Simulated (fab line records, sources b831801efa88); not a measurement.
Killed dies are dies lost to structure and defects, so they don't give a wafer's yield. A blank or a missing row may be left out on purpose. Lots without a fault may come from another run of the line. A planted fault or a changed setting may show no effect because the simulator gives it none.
Chamber matching | flow sky130 | SKY_LI_CONTACT_CMP_02 on cmp-02: 4 sister chambers
The step polishes PSG. 16 wafers are shown with their chamber, then 8 later ones without.

WAFERS WITH THEIR CHAMBER
wafer  | chamber | motor_current_A (A) | slurry_flow_ml_min | time_to_endpoint_s (s)
L769.2 | 3       | 9.5                 | 151.3              | 32
L769.5 | 2       | 12.8                | 150.5              | 34
L769.6 | 3       | 9.0                 | 151.0              | 29
L773.3 | 1       | 11.8                | 149.8              | 36
L773.4 | 0       | 12.5                | 149.6              | 40
L773.5 | 0       | 12.4                | 149.4              | 41
L772.1 | 1       | 11.6                | 149.0              | 35
L772.5 | 0       | 12.1                | 149.6              | 41
L772.6 | 3       | 9.1                 | 150.5              | 34
L775.2 | 0       | 12.0                | 149.6              | 42
L775.3 | 3       | 9.0                 | 150.3              | 34
L775.5 | 1       | 10.6                | 149.5              | 35
L777.1 | 2       | 12.6                | 150.6              | 39
L777.5 | 1       | 11.6                | 149.5              | 34
L777.6 | 0       | 11.8                | 150.1              | 38
L776.1 | 0       | 11.5                | 149.2              | 38

SIGNATURES (means of the wafers above)
reading            | chamber 0 | chamber 1 | chamber 2 | chamber 3 | scatter within a chamber
motor_current_A    | 12.050    | 11.400    | 12.700    | 9.150     | 0.384
slurry_flow_ml_min | 149.583   | 149.450   | 150.550   | 150.775   | 0.343
time_to_endpoint_s | 40.00     | 35.00     | 36.50     | 32.25     | 1.94
Rule: a wafer's distance from a chamber is the root of the sum, over the readings, of the square of ((its reading less the chamber's mean) divided by the reading's scatter). The wafer belongs to the nearest chamber; if the next one is less than 2 further off, it can't be placed. The scatter: the root of (the sum of the squares of (reading less its chamber's mean) over the shown wafers, divided by (wafers less chambers)).

WAFERS WITHOUT THEIR CHAMBER
wafer  | motor_current_A (A) | slurry_flow_ml_min | time_to_endpoint_s (s)
L776.2 | 9.3                 | 150.8              | 32
L776.5 | 13.5                | 149.9              | 38
L790.1 | 9.2                 | 150.0              | 30
L790.2 | 11.8                | 150.7              | 34
L790.5 | 12.4                | 149.5              | 32
L791.3 | 12.6                | 149.9              | 40
L791.5 | 13.6                | 149.9              | 37
L791.6 | 11.1                | 150.0              | 35

WHICH CHAMBER EACH WENT THROUGH
wafer  | from the rows above          | in truth
L776.2 | 3                            | 3
L776.5 | can't be placed: 2 or 0      | 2
L790.1 | 3                            | 3
L790.2 | can't be placed: 2 or 1 or 0 | 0
L790.5 | can't be placed: 1 or 2 or 0 | 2
L791.3 | can't be placed: 0 or 2      | 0
L791.5 | can't be placed: 2 or 0      | 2
L791.6 | can't be placed: 1 or 0      | 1
Placed correctly: 2 of 8. Can't be placed from these rows: 6 (the true chamber is among the candidates in 6). Placed wrongly: 0.
